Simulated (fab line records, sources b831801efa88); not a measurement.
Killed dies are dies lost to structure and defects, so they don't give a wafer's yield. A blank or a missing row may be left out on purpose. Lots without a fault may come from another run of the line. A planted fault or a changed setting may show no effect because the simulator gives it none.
fab line records | flow sky130
record lots=4 wafers=12 last_day=50
route steps=708 shown VIA2@527 METAL3@532 CAPM@537 PAD_OPEN@708
lots that met no fault: from a run of the same line without faults
start_h: hours from the record's first day to the start of the lot's first wafer shown | wait_h: hours since the lot's step before | " the same as in the row above | L1.1+2: a row that stands for several wafers | - no value, or no start given | * or withheld: withheld | < > ~ a bound
route shown NAME@n: a module of which the file shows steps, and the number in the route of the first | usual: mean/standard deviation of fault-free wafers | same: alike in all rows | chamber/n: place in a boat | sites: the reading at each site | _std_site: their standard deviation | _edge_site: outer sites' mean less inner sites' | radius_mm: how far each site lies from the wafer's centre | mask NAME#n: copy n | behind: the tool/chamber that last shaped the wafer | hold: why the lot was held/for how many hours/how that ended | device: the transistor (n, p or np) that didn't switch | end of line: the same wafers' tests at the end of the route | a step without rows: its recipe alone | killed: dies lost to structure and defects at the first sort, not the wafer's yield | map: a wafer's dies, x killed, . not, _ none there
set.NAME: the setting as run; set.NAME@STEP: as run at that earlier step | model.NAME: the simulator's own value behind a step, which no gauge read
lots at some steps of the route; a table a step, a row a wafer
services: from which hour (start_h, from the record's first day; less than 0 if before it) a tool's chamber was out of use, for how many hours, and why
## steps
# step SKY_VIA2_SPUTTER_20
# recipe material=TiN target_thk_nm=20 chamber_pressure_pa=5 power_w=4000 time_s=80
# step SKY_VIA2_CVD_21
# recipe material=W target_thk_nm=420 time_s=126.4 temp_c=400 pressure_torr=40
# step SKY_VIA2_CMP_24
# recipe stop_on=SiO2 t_overpolish_s=20 down_force_psi=3.5 platen_rpm=60 target_thk_nm=0 pad_velocity_m_s=0.94248
# step SKY_METAL3_SPUTTER_00
# recipe material=Ti target_thk_nm=15 power_w=3000 time_s=10 chamber_pressure_pa=0.4
# step SKY_METAL3_SPUTTER_01
# recipe material=TiN target_thk_nm=20 power_w=6500 time_s=16.7 chamber_pressure_pa=0.4
# step SKY_METAL3_SPUTTER_02
# recipe material=AlCu target_thk_nm=735 power_w=10600 time_s=39.1 chamber_pressure_pa=0.4
# step SKY_METAL3_SPUTTER_03
# recipe material=Ti target_thk_nm=5 power_w=3000 time_s=3.3 chamber_pressure_pa=0.4
# step SKY_METAL3_SPUTTER_04
# recipe material=TiN target_thk_nm=70 power_w=6500 time_s=58.3 chamber_pressure_pa=0.4
# step SKY_CAPM_CVD_00
# recipe material=SiO2 target_thk_nm=15.5 temp_c=400 time_s=withheld rf_w=450
# step SKY_CAPM_SPUTTER_02
# recipe material=TiN target_thk_nm=200 temp_c=300 power_w=6500 time_s=166.7 chamber_pressure_pa=0.4
# usual chamber_pressure_pa=0.4000/0.00071 throttle_valve_pct=30.4/0.88
# columns lot.wafer tool chamber start_h wait_h chamber_pressure_pa throttle_valve_pct model.TiN_of_CAPM_SPUTTER_02.thk_nm
L782.3 pvd_sputter-01 - 847.22 0.0 0.3987 30.7 200.3
L782.4 " - " " 0.4006 31.4 199.3
L782.6 " - " " 0.4010 31.7 199
L789.3 pvd_sputter-01 - 928.34 0.0 0.3160 32.5 205.7
L789.5 " - " " 0.3165 35.6 205.8
L789.6 " - " " 0.3154 34.3 206
L792.1 pvd_sputter-01 - 929.52 0.1 0.3159 35.8 208.5
L792.4 " - " " 0.3155 34.4 208.6
L792.5 " - " " 0.3158 34.8 209.6
L804.1 pvd_sputter-03 - 1004.91 0.1 0.3994 29.7 198.8
L804.3 " - " " 0.3993 30.7 199.4
L804.6 " - " " 0.3993 30.5 199.8
# step SKY_CAPM_RS_MEAS_03
# recipe thk_meas_gauge=four-point-probe reads=TiN_of_CAPM_SPUTTER_02
# usual CAPM_TIN_RS=6.90/0.075
# columns lot.wafer tool chamber start_h wait_h hold CAPM_TIN_RS[ohm/sq]
L782.3 film_metro-02 - 847.37 0.1 - 6.89
L782.4 " - " " - 6.95
L782.6 " - " " - 6.94
L789.3 film_metro-04 - 928.49 0.1 - 6.73
L789.5 " - " " - 6.71
L789.6 " - " " - 6.72
L792.1 film_metro-02 - 929.63 0.1 await_dispo/0.2h/release 6.63
L792.4 " - " " await_dispo/0.2h/release 6.62
L792.5 " - " " await_dispo/0.2h/release 6.59
L792.1 film_metro-02 - 929.92 0.3 - 6.62
L792.4 " - " " - 6.62
L792.5 " - " " - 6.58
L804.1 film_metro-02 - 1005.03 0.1 - 6.95
L804.3 " - " " - 6.94
L804.6 " - " " - 6.93
# step SKY_CAPM_THK_MEAS_04
# recipe thk_meas_gauge=xrf reads=TiN_of_CAPM_SPUTTER_02
# usual CAPM_TIN_THK=201.8/2.5
# columns lot.wafer tool chamber start_h wait_h hold CAPM_TIN_THK[nm]
L782.3 film_metro-02 - 847.47 0.1 - 201.1
L782.4 " - " " - 200.2
L782.6 " - " " - 198.8
L789.3 film_metro-04 - 928.59 0.1 - 207.3
L789.5 " - " " - 208.2
L789.6 " - " " - 207.7
L792.1 film_metro-02 - 932.63 2.7 await_dispo/2.6h/release 209.4
L792.4 " - " " await_dispo/2.6h/release 210.1
L792.5 " - " " await_dispo/2.6h/release 210.8
L804.1 film_metro-02 - 1005.15 0.1 - 200.4
L804.3 " - " " - 199.7
L804.6 " - " " - 201.3
# step SKY_CAPM_DEHYDRATE_05
# recipe temp_c=200 time_s=60
# step SKY_CAPM_HMDS_06
# recipe prime_time_s=60 prime_temp_c=120
# step SKY_CAPM_COAT_07
# recipe resist=NOVOLAK spin_rpm=3000 resist_thk_nm=1140
# step SKY_CAPM_SOFTBAKE_08
# recipe temp_c=90 time_s=60 resist=NOVOLAK
# step SKY_CAPM_EXPOSE_09
# recipe mask_id=CAPM na=0.6 source_shape=conventional sigma_outer=0.6 polarization=unpolarized target_cd_nm=1000 dose_mj=159
# step SKY_CAPM_PEB_10
# recipe temp_c=withheld time_s=* resist=NOVOLAK
# step SKY_CAPM_DEVELOP_11
# recipe resist=NOVOLAK developer=TMAH develop_time_s=60 dev_temp_c=23
# step SKY_CAPM_METAL_ETCH_13
# recipe target_depth_nm=220 stop_on=SiO2 chemistry=Cl2/BCl3 target=TiN pressure_mtorr=10 icp_w=900 bias_w=48.5 Cl2_flow_sccm=60 bcl3_flow_sccm=30 time_s=62.9
# usual drypump_motor_current_A=5.7/0.48 oes_product_au=0.943/0.0074 throttle_valve_pct=21.902/0.0097
# columns lot.wafer tool chamber start_h wait_h drypump_motor_current_A oes_product_au rf_hours_counter_h throttle_valve_pct model.etch.depth_nm model.CAPM.feature_depth_nm
L782.3 rie_metal-03 0 872.70 0.0 5.8 0.937 - 21.902 200.3 200.3
L782.4 " 1 " " 5.1 0.939 - 21.903 199.3 199.3
L782.6 " 0 " " 5.8 0.938 - 21.899 199 199
L789.3 rie_metal-03 1 952.34 0.0 5.1 0.959 - 21.877 205.7 205.7
L789.5 " 0 " " 5.8 0.956 - 21.893 205.8 205.8
L789.6 " 1 " " 5.1 0.956 - 21.900 206 206
L792.1 rie_metal-04 0 953.38 0.0 5.7 0.977 2 21.888 208.5 208.5
L792.4 " 1 " " 6.4 0.965 - 21.890 208.6 208.6
L792.5 " 0 " " 5.7 0.966 - 21.876 209.6 209.6
L804.1 rie_metal-03 0 1027.00 0.0 5.8 0.942 14 21.913 198.8 198.8
L804.3 " 0 " " 5.8 0.943 - 21.885 199.4 199.4
L804.6 " 1 " " 5.1 0.931 - 21.908 199.8 199.8
# step SKY_CAPM_STRIP_14
# recipe chemistry=O2/N2 power_w=1400 pressure_mtorr=1500 platen_temp_c=withheld o2_flow_sccm=3000 n2_flow_sccm=300 overash_fraction=0.5
# step SKY_CAPM_STRIP_15
# recipe chemistry=post_etch_residue_remover time_s=1200 temp_c=72.5
# step SKY_CAPM_CLEAN_16
# recipe chemistry=IPA time_s=180 temp_c=25
# step SKY_CAPM_CLEAN_17
# recipe chemistry=O3/DIW dry=n2_spin
# step SKY_METAL3_DEHYDRATE_05
# recipe temp_c=200 time_s=60
# step SKY_METAL3_HMDS_06
# recipe prime_time_s=60 prime_temp_c=120
# step SKY_METAL3_COAT_07
# recipe resist=BARC temp_c=withheld time_s=withheld spin_rpm=3000 resist_thk_nm=60
# step SKY_METAL3_COAT_08
# recipe resist=KrF-thick spin_rpm=3000 resist_thk_nm=1140
# step SKY_METAL3_SOFTBAKE_09
# recipe temp_c=100 time_s=90 resist=KrF-thick
# step SKY_METAL3_EXPOSE_10
# recipe mask_id=MM3 na=0.68 source_shape=annular sigma_inner=0.4 sigma_outer=0.8 target_cd_nm=300 dose_mj=28
# step SKY_METAL3_PEB_11
# recipe peb_temp_c=withheld peb_time_s=withheld resist=KrF-thick
# step SKY_METAL3_DEVELOP_12
# recipe develop_time_s=60 resist=KrF-thick dev_temp_c=21
# step SKY_METAL3_DESCUM_15
# recipe chemistry=O2 source_power_w=150 bias_power_w=0 pressure_mtorr=10 temp_c=40 time_s=8
# step SKY_METAL3_ETCH_16
# recipe chemistry=N2/H2 target=BARC ion_energy_ev=200 bias_w=100 pressure_mtorr=30 n2_flow_sccm=100 h2_flow_sccm=200 icp_w=500 stop_on=SiO2 time_s=88.2 target_depth_a=600
# step SKY_METAL3_ETCH_17
# recipe target=SiO2 stop_on=TiN chemistry=C4F8/O2/Ar source_w=1500 bias_w=1200 pressure_mtorr=40 c4f8_flow_sccm=withheld O2_flow_sccm=6 Ar_flow_sccm=300 time_s=3.9 target_depth_a=150
# step SKY_METAL3_METAL_ETCH_18
# recipe target_depth_a=8450 stop_on=SiO2 over_etch_frac=0.3 time_s=183.1 chemistry=Cl2/BCl3 resist_sidewall_deg=88 pressure_mtorr=10 icp_w=900 bias_w=48.5 Cl2_flow_sccm=60 bcl3_flow_sccm=30
# step SKY_METAL3_STRIP_20
# recipe chemistry=post_etch_residue_remover time_s=1200 temp_c=72.5
# columns lot.wafer tool chamber start_h wait_h model.TiN_of_CAPM_SPUTTER_02.thk_nm
L782.3 wet_bench-03 0 900.27 0.0 199.5
L782.4 " 0 " " 198.4
L782.6 " 0 " " 198.2
L789.3+5 wet_bench-03 0 974.01 0.0 204.9
L789.6 " 0 " " 205.1
L792.1 wet_bench-04 1 974.43 0.1 207.6
L792.4 " 1 " " 207.8
L792.5 " 1 " " 208.7
L804.1 wet_bench-03 1 1050.45 0.1 197.9
L804.3 " 1 " " 198.6
L804.6 " 1 " " 199
# step SKY_PAD_OPEN_PROBE_99
# usual defect_limited_yield=82.2/1.8 killed_at_M0_to_M3=44/6 killed_at_M4_up=3.3/2.1 killed_at_contacts=25/5.5 killed_at_front_end=15/4.3 killed_at_other=0.2/0.41 killed_dies=88/9.1 killed_on_rim=17/4 killed_open=48/6.6 killed_short=39/6.7 sort_bin_3_pad_short=0.9/0.4 sort_bin_5_function=10.4/1.5 sort_bin_6_memory=6.5/1.1 sort_n_pass=404/9.1 sort_yield_pct=82.2/1.8
# same gross_dies=492 killed_at_back_side=0 sort_bin_4_leakage[%]=0 sort_bin_8_speed[%]=0
# columns lot.wafer tool chamber start_h wait_h defect_limited_yield[%] killed_at_M0_to_M3 killed_at_M4_up killed_at_contacts killed_at_front_end killed_at_other killed_dies killed_on_rim killed_open killed_short sort_bin_3_pad_short[%] sort_bin_5_function[%] sort_bin_6_memory[%] sort_n_pass sort_yield_pct[%] model.etest.cap_mim.plate_ohm_sq
L782.3 prober-02 - 1070.01 0.2 86.0 33 3 21 12 0 69 15 41 28 0.4 9.3 4.3 423 86.0 6.017
L782.4 prober-02 - 1070.06 0.2 84.1 41 1 21 15 0 78 12 40 38 1.2 9.1 5.5 414 84.1 6.022
L782.6 prober-02 - 1070.16 0.2 85.8 44 2 17 7 0 70 11 40 29 0.6 8.7 4.9 422 85.8 6.018
L789.3 prober-01 - 1136.26 0.2 86.4 36 0 21 10 0 67 14 35 32 0.8 8.3 4.5 425 86.4 5.743
L789.5 prober-01 - 1136.36 0.2 81.9 48 4 19 18 0 89 13 45 43 0.6 10.6 6.9 403 81.9 5.873
L789.6 prober-01 - 1136.41 0.2 83.3 51 3 20 8 0 82 15 40 42 0.8 9.3 6.5 410 83.3 5.822
L792.1 prober-02 - 1137.50 0.1 79.7 50 4 31 15 0 100 20 46 54 0.6 13.2 6.5 392 79.7 5.742
L792.4 prober-02 - 1137.65 0.2 83.9 34 3 22 19 1 79 16 43 35 0.2 10.0 5.9 413 83.9 5.767
L792.5 prober-02 - 1137.70 0.2 81.7 43 1 32 14 0 90 18 49 41 1.2 10.6 6.5 402 81.7 5.746
L804.1 prober-02 - 1194.21 0.1 81.1 43 7 26 17 0 93 20 51 42 1.4 11.6 5.9 399 81.1 6.021
L804.3 prober-02 - 1194.31 0.2 84.6 35 2 27 12 0 76 15 48 28 0.4 7.5 7.5 416 84.6 6.006
L804.6 prober-02 - 1194.46 0.2 82.7 44 3 27 11 0 85 21 42 43 1.2 12.0 4.1 407 82.7 6.071
# killed by level:class
L782.3 LI_CONTACT:geometric_particle:open=10 VIA1:geometric_particle:open=10 CONTACT:geometric_particle:open=5 VIA2:geometric_particle:open=5 FIELD_ISO:geometric_particle:open=4 METAL2:geometric_particle:short=4 POLY_GATE:geometric_particle:short=3 POLY_GATE:geometric_particle:open=3
L782.4 CONTACT:geometric_particle:open=9 VIA1:geometric_particle:open=9 FIELD_ISO:geometric_particle:short=6 VIA2:geometric_particle:open=5 METAL1:geometric_particle:short=5 POLY_GATE:geometric_particle:short=4 METAL2:geometric_particle:short=4 LOCAL_INTERCONNECT:geometric_particle:short=4
L782.6 VIA1:geometric_particle:open=11 VIA2:geometric_particle:open=7 VIA1:geometric_particle:short=6 CONTACT:geometric_particle:open=6 LOCAL_INTERCONNECT:geometric_particle:short=5 VIA3:geometric_particle:open=5 METAL1:geometric_particle:short=4 LI_CONTACT:geometric_particle:open=3
L789.3 VIA1:geometric_particle:open=13 CONTACT:geometric_particle:short=9 VIA3:geometric_particle:short=6 CONTACT:geometric_particle:open=5 METAL2:geometric_particle:short=5 FIELD_ISO:geometric_particle:open=4 LI_CONTACT:geometric_particle:open=4 FIELD_ISO:geometric_particle:short=3
L789.5 VIA1:geometric_particle:open=12 VIA1:geometric_particle:short=8 VIA3:geometric_particle:open=7 POLY_GATE:geometric_particle:short=6 CONTACT:geometric_particle:open=6 LI_CONTACT:geometric_particle:open=6 METAL1:geometric_particle:short=6 FIELD_ISO:geometric_particle:short=5
L789.6 METAL1:geometric_particle:short=12 VIA2:geometric_particle:open=9 CONTACT:geometric_particle:short=8 CONTACT:geometric_particle:open=7 VIA1:geometric_particle:open=7 FIELD_ISO:geometric_particle:open=4 VIA2:geometric_particle:short=4 VIA3:geometric_particle:open=4
L792.1 CONTACT:geometric_particle:open=14 VIA1:geometric_particle:short=10 VIA1:geometric_particle:open=9 LI_CONTACT:geometric_particle:short=8 VIA3:geometric_particle:short=6 METAL2:geometric_particle:short=6 VIA3:geometric_particle:open=6 LI_CONTACT:geometric_particle:open=5
L792.4 VIA1:geometric_particle:open=12 CONTACT:geometric_particle:open=9 VIA1:geometric_particle:short=6 CONTACT:geometric_particle:short=5 VIA2:geometric_particle:short=4 POLY_GATE:geometric_particle:short=4 POLY_GATE:geometric_particle:open=4 LI_CONTACT:geometric_particle:open=4
L792.5 LI_CONTACT:geometric_particle:open=12 VIA1:geometric_particle:open=9 CONTACT:geometric_particle:short=6 CONTACT:geometric_particle:open=6 METAL1:geometric_particle:short=6 VIA3:geometric_particle:open=6 LI_CONTACT:geometric_particle:short=5 VIA1:geometric_particle:short=5
L804.1 VIA2:geometric_particle:open=11 CONTACT:geometric_particle:open=11 VIA1:geometric_particle:open=8 POLY_GATE:geometric_particle:short=6 VIA3:geometric_particle:open=6 LOCAL_INTERCONNECT:geometric_particle:short=6 METAL4:geometric_particle:short=5 POLY_GATE:geometric_particle:open=4
L804.3 CONTACT:geometric_particle:open=11 VIA1:geometric_particle:open=9 LI_CONTACT:geometric_particle:open=8 VIA2:geometric_particle:open=8 METAL2:geometric_particle:short=5 LOCAL_INTERCONNECT:geometric_particle:short=4 FIELD_ISO:geometric_particle:short=3 CONTACT:geometric_particle:short=3
L804.6 VIA3:geometric_particle:open=13 CONTACT:geometric_particle:open=10 LOCAL_INTERCONNECT:geometric_particle:short=6 METAL1:geometric_particle:short=6 VIA2:geometric_particle:open=5 CONTACT:geometric_particle:short=5 VIA1:geometric_particle:open=5 POLY_GATE:geometric_particle:short=4
## services
# columns tool chamber start_h hours kind
rie_metal-03 - 836.44 1.1 repair
pvd_sputter-03 - 842.93 0.7 repair
pvd_sputter-01 - 845.03 0.9 repair
wet_bench-03 - 860.21 1.9 pm
pvd_sputter-01 - 860.96 2.1 repair
rie_metal-04 0 893.71 - clean
rie_metal-04 0 893.71 12.9 scheduled_down
rie_metal-04 0 893.71 12.9 vent_cycle
pvd_sputter-03 - 898.83 0.7 repair
wet_bench-04 - 909.44 2.2 repair
pvd_sputter-01 - 909.97 1.9 repair
pvd_sputter-03 - 920.18 1.9 repair
pvd_sputter-01 0 958.13 - consumable_replace:kit
pvd_sputter-01 0 958.13 18.0 scheduled_down
pvd_sputter-01 0 958.13 18.0 vent_cycle
pvd_sputter-03 1 970.08 - consumable_replace:kit
pvd_sputter-03 1 970.08 18.0 scheduled_down
pvd_sputter-03 1 970.08 18.0 vent_cycle
rie_metal-03 - 971.97 0.5 repair
pvd_sputter-03 - 1033.43 6.9 repair
pvd_sputter-01 - 1044.90 6.3 repair
## key
first_sign step=SKY_CAPM_SPUTTER_02 reading=chamber_pressure_pa direction=down sigmas=99+ usual=0.4000 struck=0.3158
effect step=SKY_CAPM_SPUTTER_02 reading=throttle_valve_pct direction=up sigmas=4.8 usual=30.4 struck=34.6
effect step=SKY_CAPM_RS_MEAS_03 reading=visit direction=added
effect step=SKY_CAPM_THK_MEAS_04 reading=CAPM_TIN_THK direction=up sigmas=2.8 usual=201.8 struck=208.9
effect step=SKY_CAPM_METAL_ETCH_13 reading=oes_product_au direction=up sigmas=2.7 usual=0.943 struck=0.963
model_effect step=SKY_CAPM_SPUTTER_02 value=TiN_of_CAPM_SPUTTER_02.thk_nm without=201 struck=207.4
model_effect step=SKY_CAPM_METAL_ETCH_13 value=etch.depth_nm without=201 struck=207.4
model_effect step=SKY_METAL3_STRIP_20 value=TiN_of_CAPM_SPUTTER_02.thk_nm without=200.2 struck=206.5
model_effect step=SKY_PAD_OPEN_PROBE_99 value=etest.cap_mim.plate_ohm_sq without=5.965 struck=5.782
met_at SKY_CAPM_SPUTTER_02
struck_wafers L789.3,L789.5,L789.6,L792.1,L792.4,L792.5
onset_between 847.22 928.34
fault kind=process_parameter_drift tool=pvd_sputter-01 chamber=- onset_h=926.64 steps=SKY_CAPM_SPUTTER_02 channel=chamber_pressure_pa offset=-0.084516 shape=step end_h=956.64 acts_in=these_recipes_only stated=0.4
